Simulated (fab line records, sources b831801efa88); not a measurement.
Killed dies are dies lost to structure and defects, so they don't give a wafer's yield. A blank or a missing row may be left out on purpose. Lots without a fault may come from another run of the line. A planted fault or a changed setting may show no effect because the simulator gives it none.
Which tool did it? | flow sky130 | 24 lots, 72 wafers sampled, at 4 steps of a route of 708

WHAT THE GAUGES READ, wafer by wafer
SKY_VIA3_THK_MEAS_01.
lot  | measured     | on            | VIA3_HDPCVD_THK (nm)
L074 | day 39 05:50 | film_metro-04 | 1657 1665 1625
L076 | day 39 12:01 | film_metro-04 | 1649 1665 1603
L075 | day 39 14:11 | film_metro-01 | 1648 1641 1629
L077 | day 39 17:31 | film_metro-03 | 1628 1638 1616
L078 | day 39 22:21 | film_metro-01 | 1624 1659 1671
L079 | day 40 03:37 | film_metro-03 | 1649 1655 1641
L081 | day 40 16:42 | film_metro-04 | 1618 1661 1635
L080 | day 40 22:10 | film_metro-01 | 1650 1631 1670
L082 | day 40 22:44 | film_metro-01 | 1618 1662 1668
L083 | day 41 08:47 | film_metro-01 | 1686 1697 1693
L084 | day 41 17:25 | film_metro-04 | 1660 1664 1664
L085 | day 42 01:53 | film_metro-04 | 1619 1651 1658
L086 | day 42 04:02 | film_metro-04 | 1638 1613 1620
L087 | day 42 08:55 | film_metro-04 | 1648 1664 1632
L088 | day 42 13:56 | film_metro-04 | 1640 1641 1658
L089 | day 42 21:01 | film_metro-04 | 1655 1645 1633
L090 | day 43 07:50 | film_metro-03 | 1650 1685 1653
L091 | day 43 08:36 | film_metro-03 | 1670 1662 1655
L092 | day 43 21:00 | film_metro-04 | 1663 1652 1652
L093 | day 43 22:46 | film_metro-01 | 1653 1647 1631
L094 | day 44 08:59 | film_metro-01 | 1677 1652 1656
L095 | day 44 14:50 | film_metro-03 | 1663 1670 1677
L096 | day 44 17:10 | film_metro-03 | 1641 1649 1667
L097 | day 44 22:55 | film_metro-04 | 1661 1651 1654

SKY_CAP2M_RS_MEAS_03: measures by four-point-probe.
lot  | measured     | on            | CAP2M_TIN_RS (ohm/sq)
L074 | day 40 09:45 | film_metro-02 | 7.10 7.06 7.11
L076 | day 40 14:36 | film_metro-03 | 7.09 6.94 7.05
L075 | day 40 16:55 | film_metro-04 | 7.26 7.23 7.24
L077 | day 40 19:59 | film_metro-04 | 6.98 6.94 7.13
L078 | day 41 01:29 | film_metro-02 | 7.12 7.16 7.17
L079 | day 41 06:38 | film_metro-03 | 6.93 7.03 6.86
L081 | day 41 18:39 | film_metro-02 | 7.29 7.21 7.07
L080 | day 42 00:49 | film_metro-02 | 7.09 6.92 6.90
L082 | day 42 01:31 | film_metro-02 | 6.93 7.09 6.93
L083 | day 42 11:03 | film_metro-03 | 7.06 7.03 6.99
L084 | day 42 19:13 | film_metro-04 | 7.13 7.27 7.35
L085 | day 43 04:07 | film_metro-03 | 7.20 7.12 7.22
L086 | day 43 05:57 | film_metro-03 | 6.99 7.10 7.00
L087 | day 43 10:21 | film_metro-04 | 7.10 7.16 7.19
L088 | day 43 16:15 | film_metro-03 | 7.17 7.06 7.13
L089 | day 43 22:07 | film_metro-03 | 7.16 7.03 7.18
L090 | day 44 08:25 | film_metro-02 | 7.14 7.02 7.07
L091 | day 44 08:58 | film_metro-03 | 7.08 7.26 7.20
L092 | day 44 21:13 | film_metro-03 | 7.17 7.11 7.13
L093 | day 44 23:05 | film_metro-02 | 7.09 7.01 7.18
L094 | day 45 09:11 | film_metro-04 | 7.16 7.23 7.20
L095 | day 45 14:22 | film_metro-03 | 7.06 7.08 7.15
L096 | day 45 17:40 | film_metro-04 | 7.18 7.12 7.25
L097 | day 45 23:07 | film_metro-03 | 7.15 7.14 7.15

WHICH TOOL RAN EACH LOT (tool, then ch and the chambers of the sampled wafers, then the start)
lot  | SKY_METAL2_SPUTTER_01        | SKY_METAL3_STRIP_19
L074 | pvd_sputter-04, day 34 16:51 | plasma_asher-01 ch 0,1, day 39 05:04
L076 | pvd_sputter-03, day 35 00:45 | plasma_asher-03 ch 0,1, day 39 11:16
L075 | pvd_sputter-04, day 35 02:11 | plasma_asher-01 ch 0,1, day 39 13:26
L077 | pvd_sputter-04, day 35 07:05 | plasma_asher-03 ch 0,1, day 39 16:46
L078 | pvd_sputter-01, day 35 11:02 | plasma_asher-04 ch 0,1, day 39 21:35
L079 | pvd_sputter-01, day 35 16:56 | plasma_asher-03 ch 0,1, day 40 02:53
L081 | pvd_sputter-01, day 36 07:51 | plasma_asher-01 ch 0,1, day 40 15:56
L080 | pvd_sputter-03, day 36 13:08 | plasma_asher-01 ch 0,1, day 40 21:26
L082 | pvd_sputter-01, day 36 13:28 | plasma_asher-03 ch 0,1, day 40 21:58
L083 | pvd_sputter-03, day 36 23:33 | plasma_asher-01 ch 0,1, day 41 08:00
L084 | pvd_sputter-01, day 37 09:06 | plasma_asher-04 ch 0,1, day 41 16:20
L085 | pvd_sputter-04, day 37 18:15 | plasma_asher-01 ch 0,1, day 42 01:05
L086 | pvd_sputter-03, day 37 19:48 | plasma_asher-04 ch 0,1, day 42 03:14
L087 | pvd_sputter-03, day 38 01:30 | plasma_asher-01 ch 0,1, day 42 08:10
L088 | pvd_sputter-04, day 38 07:47 | plasma_asher-04 ch 0,1, day 42 13:10
L089 | pvd_sputter-01, day 38 13:13 | plasma_asher-01 ch 0,1, day 42 20:14
L090 | pvd_sputter-03, day 39 01:10 | plasma_asher-01 ch 1, day 43 06:53
L091 | pvd_sputter-04, day 39 02:02 | plasma_asher-03 ch 0,1, day 43 07:38
L092 | pvd_sputter-04, day 39 17:21 | plasma_asher-01 ch 0,1, day 43 20:14
L093 | pvd_sputter-03, day 39 18:15 | plasma_asher-03 ch 0, day 43 21:35
L094 | pvd_sputter-04, day 40 05:36 | plasma_asher-01 ch 0,1, day 44 08:11
L095 | pvd_sputter-04, day 40 12:09 | plasma_asher-03 ch 0,1, day 44 14:02
L096 | pvd_sputter-03, day 40 14:35 | plasma_asher-03 ch 0,1, day 44 16:23
L097 | pvd_sputter-03, day 40 20:26 | plasma_asher-03 ch 0,1, day 44 22:07
- SKY_METAL2_SPUTTER_01: material TiN, target thk 20 nm, time 16.7 s.
- SKY_METAL3_STRIP_19: strips in O2/N2.

WHAT THE TOOLS THEMSELVES READ (means of the sampled wafers that have a number; where no wafer has one, the mark that the record gives instead)
SKY_METAL2_SPUTTER_01.
lot  | tool           | chamber_pressure_pa (Pa) | throttle_valve_pct (%)
L074 | pvd_sputter-04 | 0.3998                   | 29.9
L076 | pvd_sputter-03 | 0.4005                   | 30.9
L075 | pvd_sputter-04 | 0.4001                   | 30.1
L077 | pvd_sputter-04 | 0.4005                   | 30.7
L078 | pvd_sputter-01 | 0.4003                   | 30.6
L079 | pvd_sputter-01 | 0.4002                   | 30.1
L081 | pvd_sputter-01 | 0.3996                   | 29.0
L080 | pvd_sputter-03 | 0.3999                   | 31.0
L082 | pvd_sputter-01 | 0.3998                   | 30.0
L083 | pvd_sputter-03 | 0.4004                   | 29.8
L084 | pvd_sputter-01 | 0.3996                   | 30.1
L085 | pvd_sputter-04 | 0.3983                   | 30.0
L086 | pvd_sputter-03 | 0.4000                   | 28.9
L087 | pvd_sputter-03 | 0.4006                   | 29.8
L088 | pvd_sputter-04 | 0.3998                   | 29.9
L089 | pvd_sputter-01 | 0.3999                   | 30.7
L090 | pvd_sputter-03 | 0.4002                   | 30.9
L091 | pvd_sputter-04 | 0.4012                   | 30.8
L092 | pvd_sputter-04 | 0.4001                   | 29.9
L093 | pvd_sputter-03 | 0.3998                   | 29.7
L094 | pvd_sputter-04 | 0.4005                   | 30.1
L095 | pvd_sputter-04 | 0.4001                   | 30.2
L096 | pvd_sputter-03 | 0.3998                   | 31.5
L097 | pvd_sputter-03 | 0.3993                   | 29.8

SKY_METAL3_STRIP_19.
lot  | tool            | drypump_motor_current_A (A) | oes_product_au (a.u.) | strip_time_to_endpoint_s (s)
L074 | plasma_asher-01 | 6.3                         | 0.509                 | 6.72
L076 | plasma_asher-03 | 6.2                         | 0.507                 | 6.56
L075 | plasma_asher-01 | 6.3                         | 0.510                 | 6.75
L077 | plasma_asher-03 | 6.2                         | 0.500                 | 6.62
L078 | plasma_asher-04 | 5.8                         | 0.502                 | 6.55
L079 | plasma_asher-03 | 6.0                         | 0.514                 | 6.73
L081 | plasma_asher-01 | 6.3                         | 0.502                 | 6.57
L080 | plasma_asher-01 | 6.0                         | 0.502                 | 6.56
L082 | plasma_asher-03 | 6.0                         | 0.503                 | 6.57
L083 | plasma_asher-01 | 6.4                         | 0.508                 | 6.59
L084 | plasma_asher-04 | 5.7                         | 0.503                 | 6.61
L085 | plasma_asher-01 | 6.0                         | 0.500                 | 6.58
L086 | plasma_asher-04 | 5.7                         | 0.500                 | 6.53
L087 | plasma_asher-01 | 5.9                         | 0.503                 | 6.53
L088 | plasma_asher-04 | 5.8                         | 0.504                 | 6.59
L089 | plasma_asher-01 | 6.3                         | 0.499                 | 6.57
L090 | plasma_asher-01 | 6.7                         | 0.503                 | 6.57
L091 | plasma_asher-03 | 6.1                         | 0.499                 | 6.52
L092 | plasma_asher-01 | 5.9                         | 0.500                 | 6.55
L093 | plasma_asher-03 | 6.3                         | 0.504                 | 6.56
L094 | plasma_asher-01 | 6.3                         | 0.502                 | 6.53
L095 | plasma_asher-03 | 6.2                         | 0.504                 | 6.65
L096 | plasma_asher-03 | 6.0                         | 0.500                 | 6.48
L097 | plasma_asher-03 | 6.2                         | 0.495                 | 6.51

THE ANSWER, worked out from the rows above alone
Rule: what is usual is taken from the lots themselves. Put in order of their means at a reading, lots are off if they are a third of the lots or fewer, leave a main group of 4 or more, and stand apart from it by a gap of 3 or more times the standard deviation of the main group's means; of several such gaps the widest counts. A main group whose means are all the same, to the digits that the tables above print for the reading, isn't used. A lot without any number at a reading at which 4 lots or more have one is off too. The other lots that the step has rows for count as sound. The gauges are gone through in route order, then the tools' own readings, and for those a lot's mean is taken as printed above. The first step at which some lot is off is used, and at that step the reading that is off furthest; a lot without a number counts as furthest.
No lot is off at any reading shown: from this, nothing can be told.

WHAT THE SIMULATOR HAD PUT IN
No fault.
